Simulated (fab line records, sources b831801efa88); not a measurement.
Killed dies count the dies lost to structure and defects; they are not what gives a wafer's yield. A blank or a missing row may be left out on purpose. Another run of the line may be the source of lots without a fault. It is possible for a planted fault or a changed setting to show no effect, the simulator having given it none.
Which tool was responsible? + flow sky130 + 14 lots with 40 wafers sampled at 5 steps, on a route of 708 steps

WHAT THE GAUGES SHOWED, per wafer
SKY_SONOS_ONO_THK_MEAS_01. Usual: for SONOS_ONO_OXIDATION_THK the level is 2.58 nm and the standard deviation is 0.053.
| lot  | measured     | on            | SONOS_ONO_OXIDATION_THK (nm) | flag |
|------|--------------|---------------|------------------------------|------|
| L999 | day 11 03:52 | film-metro-03 | 2.53 2.43 2.54               |      |
| L100 | day 11 09:57 | film-metro-03 | 2.56 2.49 2.51               |      |
| L101 | day 11 17:19 | film-metro-01 | 2.56 2.61 2.58               |      |
| L102 | day 12 01:43 | film-metro-03 | 2.60 2.59 2.55               |      |
| L103 | day 12 11:44 | film-metro-02 | 2.60 2.62 2.55               |      |
| L104 | day 12 19:10 | film-metro-03 | 2.51 2.59 2.60               |      |
| L105 | day 13 00:25 | film-metro-01 | 2.58 2.52 2.62               |      |
| L106 | day 13 09:45 | film-metro-01 | 2.54 2.51 2.53               |      |
| L107 | day 13 14:01 | film-metro-03 | 2.59 2.53 2.56               |      |
| L109 | day 14 09:29 | film-metro-03 | 2.62 2.58 2.66               |      |
| L112 | day 14 23:44 | film-metro-02 | 2.60 2.56                    |      |
| L113 | day 15 13:14 | film-metro-03 | 2.56 2.59                    |      |
| L121 | day 18 04:04 | film-metro-01 | 2.62 2.61 2.58               |      |
| L122 | day 18 11:37 | film-metro-03 | 2.61 2.63 2.63               |      |

SKY_SD_P_TW_MEAS_11. Usual: for SD_P_TW the level is 2845 and the standard deviation is 24.
| lot  | measured     | on            | SD_P_TW        | flag |
|------|--------------|---------------|----------------|------|
| L999 | day 25 01:50 | film-metro-03 | 2829 2827 2841 |      |
| L100 | day 25 03:35 | film-metro-02 | 2843 2844 2847 |      |
| L101 | day 25 09:21 | film-metro-03 | 2815 2821 2816 |      |
| L102 | day 26 03:03 | film-metro-04 | 2864 2861 2873 |      |
| L103 | day 26 09:11 | film-metro-04 | 2881 2845 2869 |      |
| L104 | day 26 18:38 | film-metro-03 | 2830 2814 2815 |      |
| L105 | day 27 01:26 | film-metro-03 | 2825 2817 2825 |      |
| L106 | day 27 14:02 | film-metro-03 | 2833 2832 2829 |      |
| L107 | day 27 16:55 | film-metro-04 | 2871 2869 2880 |      |
| L109 | day 28 13:13 | film-metro-02 | 2831 2836 2836 |      |
| L112 | day 29 03:17 | film-metro-02 | 2817 2832      |      |
| L113 | day 29 13:25 | film-metro-04 | 2863 2876      |      |
| L121 | day 32 11:11 | film-metro-02 | 2850 2852 2829 |      |
| L122 | day 32 13:48 | film-metro-04 | 2894 2863 2872 |      |

SKY_METAL3_CD_MEAS_13 targets a cd of 300 nm. Usual: cd-nm at 299.6 nm, with a standard deviation of 1.6.
| lot  | measured     | on        | cd-nm (nm)        | flag |
|------|--------------|-----------|-------------------|------|
| L999 | day 38 04:35 | cd-sem-02 | 300.9 300.0 299.7 |      |
| L100 | day 38 05:12 | cd-sem-02 | 298.0 299.1 298.7 |      |
| L101 | day 38 10:57 | cd-sem-01 | 302.2 299.7 300.8 |      |
| L102 | day 39 01:16 | cd-sem-02 | 295.9 295.6 297.1 |      |
| L103 | day 39 06:51 | cd-sem-01 | 301.7 300.6 300.4 |      |
| L104 | day 39 17:13 | cd-sem-02 | 298.8 299.9 299.4 |      |
| L105 | day 39 21:31 | cd-sem-01 | 298.6 300.7 299.6 |      |
| L106 | day 40 10:13 | cd-sem-01 | 301.3 303.6 301.8 |      |
| L107 | day 40 11:10 | cd-sem-01 | 304.6 302.2 301.5 |      |
| L109 | day 41 07:08 | cd-sem-01 | 300.7 302.7 299.8 |      |
| L112 | day 41 21:31 | cd-sem-02 | 300.7 178.9       | OFF  |
| L113 | day 42 03:08 | cd-sem-01 | 179.4 300.7       | OFF  |
| L121 | day 44 13:33 | cd-sem-01 | 299.7 298.0 298.4 |      |
| L122 | day 44 17:55 | cd-sem-01 | 299.1 298.6 299.7 |      |

TOOL THAT RAN EACH LOT (tool first, then ch and the chambers of the sampled wafers, then the start)
| lot  | SKY_POLY_GATE_ETCH_17            | SKY_METAL3_EXPOSE_10              |
|------|----------------------------------|-----------------------------------|
| L999 | rie-si-02 ch 2,3, day 16 01:11   | krf-scanner-01 ch 0, day 37 16:04 |
| L100 | rie-si-02 ch 1,2,3, day 16 04:44 | krf-scanner-01 ch 0, day 37 16:42 |
| L101 | rie-si-02 ch 0,1,2, day 16 08:16 | krf-scanner-02 ch 0, day 37 22:23 |
| L102 | rie-si-02 ch 1,2, day 17 00:52   | krf-scanner-02 ch 0, day 38 12:33 |
| L103 | rie-si-01 ch 0,1, day 17 08:55   | krf-scanner-02 ch 0, day 38 17:49 |
| L104 | rie-si-01 ch 0,2,3, day 17 16:13 | krf-scanner-02 ch 0, day 39 04:04 |
| L105 | rie-si-01 ch 1,2,3, day 18 00:22 | krf-scanner-02 ch 0, day 39 08:33 |
| L106 | rie-si-02 ch 0,1,2, day 18 11:11 | krf-scanner-02 ch 0, day 39 20:50 |
| L107 | rie-si-02 ch 0,2,3, day 18 14:19 | krf-scanner-01 ch 0, day 39 22:09 |
| L109 | rie-si-02 ch 2,3, day 19 14:05   | krf-scanner-02 ch 0, day 40 18:41 |
| L112 | rie-si-01 ch 2,3, day 20 07:04   | krf-scanner-02 ch 0, day 41 09:16 |
| L113 | rie-si-01 ch 0,1, day 20 18:25   | krf-scanner-02 ch 0, day 41 15:46 |
| L121 | rie-si-01 ch 0,2,3, day 23 22:34 | krf-scanner-01 ch 0, day 44 02:47 |
| L122 | rie-si-02 ch 0,1, day 24 01:58   | krf-scanner-01 ch 0, day 44 06:53 |
- SKY_POLY_GATE_ETCH_17: etches poly-Si in HBr/Cl2, stops on SiO2, target depth 180 nm, time 70.5 s.
- SKY_METAL3_EXPOSE_10: exposes mask MM3, target cd 300 nm.

WHAT THE TOOLS THEMSELVES READ (means of the sampled wafers that have a number; where no wafer has one, the mark that the record gives instead)
SKY_POLY_GATE_ETCH_17. Usual: drypump-motor-current-A 5.7 A, standard deviation 0.45; oes-product-au 0.985 a.u., standard deviation 0.0079; throttle-valve-pct 33.684 %, standard deviation 0.0089.
| lot  | tool      | drypump-motor-current-A (A) | oes-product-au (a.u.) | throttle-valve-pct (%) | flag |
|------|-----------|-----------------------------|-----------------------|------------------------|------|
| L999 | rie-si-02 | 6.2                         | 0.979                 | 33.688                 |      |
| L100 | rie-si-02 | 6.1                         | 0.981                 | 33.683                 |      |
| L101 | rie-si-02 | 6.0                         | 0.975                 | 33.682                 |      |
| L102 | rie-si-02 | 6.2                         | 0.979                 | 33.688                 |      |
| L103 | rie-si-01 | 5.7                         | 0.989                 | 33.679                 |      |
| L104 | rie-si-01 | 5.2                         | 0.981                 | 33.686                 |      |
| L105 | rie-si-01 | 5.4                         | 0.987                 | 33.683                 |      |
| L106 | rie-si-02 | 6.0                         | 0.976                 | 33.693                 |      |
| L107 | rie-si-02 | 5.9                         | 0.981                 | 33.678                 |      |
| L109 | rie-si-02 | 6.0                         | 0.983                 | 33.677                 |      |
| L112 | rie-si-01 | 5.2                         | 0.988                 | 33.685                 |      |
| L113 | rie-si-01 | 5.6                         | 0.996                 | 33.695                 |      |
| L121 | rie-si-01 | 5.3                         | 0.984                 | 33.685                 |      |
| L122 | rie-si-02 | 5.8                         | 1.000                 | 33.687                 |      |

THE ANSWER, worked out from the rows above alone
Rule: lot off if the mean of its wafers having a number is beyond 3 standard deviations from the usual mean. A lot without any number at a reading at which 4 lots or more have one is off too. The other lots that the step has rows for count as sound. The gauges are gone through in route order, then the tools' own readings, and for those a lot's mean is taken as printed above. At the first step where some lot is off, the reading lying furthest off is the one used; lots without a number count as furthest.
Off at SKY_METAL3_CD_MEAS_13 (cd-nm): L112, L113.
If a tool, at a process step before that reading, ran all the lots that are off and no sound lot after the first of them, it fits. Those tools and the gauges at SKY_METAL3_CD_MEAS_13 are tried in the same way. One candidate fits, namely krf-scanner-02 at SKY_METAL3_EXPOSE_10. Its last sound lot is L109 (day 40 18:41), its first lot that is off L112 (day 41 09:16): a fault that began between those two fits.

WHAT THE SIMULATOR HAD INSERTED
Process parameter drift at SKY_METAL3_EXPOSE_10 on krf-scanner-02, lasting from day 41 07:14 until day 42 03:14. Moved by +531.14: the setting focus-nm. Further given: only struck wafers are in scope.
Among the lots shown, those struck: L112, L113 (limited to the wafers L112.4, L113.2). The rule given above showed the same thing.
